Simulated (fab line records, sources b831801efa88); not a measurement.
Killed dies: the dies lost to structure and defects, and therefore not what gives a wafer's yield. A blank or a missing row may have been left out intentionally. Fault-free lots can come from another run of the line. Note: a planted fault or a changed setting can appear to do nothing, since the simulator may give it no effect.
Chamber matching ; flow gf180mcu ; GF_V4_CVD_00 on hdpcvd-02 has 3 sister chambers
The step deposits SiO2, target thk 600 nm, time 100 s. 14 wafers are shown with their chamber, then 7 later ones without.

## WAFERS, EACH WITH ITS CHAMBER
wafer;chamber;sih4-flow-sccm (sccm)
L174.2;0;59.96
L174.3;1;59.89
L174.5;1;60.14
L176.1;1;59.80
L176.2;2;59.81
L176.4;0;60.03
L186.1;1;59.95
L186.2;0;60.30
L186.6;0;60.23
L187.3;1;60.06
L187.4;2;60.25
L187.6;0;60.30
L189.1;2;60.22
L189.2;0;59.99

SIGNATURES, as means of the wafers listed above
reading;chamber 0;chamber 1;chamber 2;scatter within a chamber
sih4-flow-sccm;60.1350;59.9680;60.0933;0.17
Rule: distance of a wafer from a chamber = root of the sum over the readings of ((wafer's reading minus chamber's mean) / reading's scatter) squared. If the next closest chamber is less than 2 further off than the closest, the wafer can't be placed; otherwise it belongs to the closest. How the scatter is found: for the shown wafers, subtract from each reading the mean of its chamber, square and add these, divide the total by (wafers less chambers), then take the root.

## WAFERS WITHOUT THEIR CHAMBER
wafer;sih4-flow-sccm (sccm)
L189.4;59.99
L191.1;60.42
L191.3;60.16
L191.4;60.04
L192.3;60.07
L192.4;60.18
L192.6;59.99

## WHICH CHAMBER EACH WENT THROUGH
wafer;from the rows above;in truth
L189.4;can't be placed: 1 or 2 or 0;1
L191.1;can't be placed: 0 or 2 or 1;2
L191.3;can't be placed: 0 or 2 or 1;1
L191.4;can't be placed: 2 or 1 or 0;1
L192.3;can't be placed: 2 or 0 or 1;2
L192.4;can't be placed: 0 or 2 or 1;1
L192.6;can't be placed: 1 or 2 or 0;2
Correctly placed: 0 of 7. Unplaceable from these rows: 7, with the true chamber sitting among the candidates in 7. Placed wrongly: 0.
